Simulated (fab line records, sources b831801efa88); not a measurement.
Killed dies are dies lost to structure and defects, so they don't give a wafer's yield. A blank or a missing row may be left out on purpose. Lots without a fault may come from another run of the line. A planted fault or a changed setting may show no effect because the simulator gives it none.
Chamber matching | flow gf180mcu | GF_V1_ETCH_16 on rie_diel-03: 4 sister chambers
The step etches BARC in N2/H2. 8 wafers are shown with their chamber, then 12 later ones without.

WAFERS WITH THEIR CHAMBER
wafer  | chamber | drypump_motor_current_A (A) | oes_product_au (a.u.)
L080.5 | 0       | 5.7                         | 0.862
L084.2 | 1       | 5.2                         | 0.857
L084.3 | 0       | 5.7                         | 0.851
L085.5 | 3       | 5.8                         | 0.857
L085.6 | 2       | 5.5                         | 0.844
L086.1 | 2       | 5.5                         | 0.852
L086.2 | 3       | 5.8                         | 0.861
L086.4 | 1       | 5.3                         | 0.848

WAFERS WITHOUT THEIR CHAMBER
wafer  | drypump_motor_current_A (A) | oes_product_au (a.u.)
L089.1 | 5.4                         | 0.857
L089.2 | 5.7                         | 0.853
L089.3 | 5.2                         | 0.846
L093.2 | 5.7                         | 0.847
L093.4 | 5.2                         | 0.850
L093.5 | 5.6                         | 0.851
L094.2 | 5.7                         | 0.858
L094.5 | 5.8                         | 0.856
L094.6 | 5.7                         | 0.856
L097.1 | 5.4                         | 0.853
L097.5 | 5.7                         | 0.855
L097.6 | 5.5                         | 0.852

WHICH CHAMBER EACH WENT THROUGH
wafer  | from the rows above     | in truth
L089.1 | can't be placed: 2 or 1 | 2
L089.2 | 0                       | 0
L089.3 | 1                       | 1
L093.2 | can't be placed: 0 or 3 | 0
L093.4 | 1                       | 1
L093.5 | can't be placed: 2 or 0 | 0
L094.2 | 0                       | 0
L094.5 | 3                       | 3
L094.6 | 0                       | 0
L097.1 | can't be placed: 2 or 1 | 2
L097.5 | 0                       | 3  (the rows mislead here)
L097.6 | 2                       | 2
Placed correctly: 7 of 12. Can't be placed from these rows: 4 (the true chamber is among the candidates in 4). Placed wrongly: 1.
How it was worked out, from the rows above alone: a wafer's distance from a chamber is the root of the sum, over the readings, of the square of ((its reading less the chamber's mean) divided by the reading's scatter). The wafer belongs to the nearest chamber; if the next one is less than 2 further off, it can't be placed. A chamber's mean is the mean of its shown wafers. The scatter: the root of (the sum of the squares of (reading less its chamber's mean) over the shown wafers, divided by (wafers less chambers)).
